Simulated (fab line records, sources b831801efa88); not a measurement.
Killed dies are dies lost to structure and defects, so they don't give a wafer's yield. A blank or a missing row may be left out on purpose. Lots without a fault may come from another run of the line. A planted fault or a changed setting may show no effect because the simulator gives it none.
Chamber matching | flow sky130 | SKY_POLY_GATE_ETCH_17 on rie_si-02: 4 sister chambers
The step etches poly-Si in HBr/Cl2, stops on SiO2, target depth 180 nm, time 70.5 s. 4 wafers are shown with their chamber, then 11 later ones without.

WAFERS WITH THEIR CHAMBER
wafer  | chamber | drypump_motor_current_A (A)
L086.3 | 3       | 5.4
L086.6 | 2       | 4.8
L088.2 | 1       | 5.9
L090.1 | 0       | 6.6

WAFERS WITHOUT THEIR CHAMBER
wafer  | drypump_motor_current_A (A)
L090.2 | 4.9
L090.6 | 6.6
L092.1 | 6.6
L092.2 | 5.4
L092.4 | 4.8
L094.1 | 5.9
L094.2 | 6.6
L094.4 | 5.9
L097.2 | 5.4
L097.5 | 5.9
L097.6 | 6.5

WHICH CHAMBER EACH WENT THROUGH
wafer  | from the rows above | in truth
L090.2 | 2                   | 2
L090.6 | 0                   | 0
L092.1 | 0                   | 0
L092.2 | 3                   | 3
L092.4 | 2                   | 2
L094.1 | 1                   | 1
L094.2 | 0                   | 0
L094.4 | 1                   | 1
L097.2 | 3                   | 3
L097.5 | 1                   | 1
L097.6 | 0                   | 0
Placed correctly: 11 of 11. Can't be placed from these rows: 0. Placed wrongly: 0.
How it was worked out, from the rows above alone: a wafer's distance from a chamber is the root of the sum, over the readings, of the square of ((its reading less the chamber's mean) divided by the reading's scatter). The wafer belongs to the nearest chamber; if the next one is less than 2 further off, it can't be placed. A chamber's mean is the mean of its shown wafers. The scatter: with one shown wafer a chamber, the root of the mean of the squares of how far each hidden wafer lies from its nearest shown one.
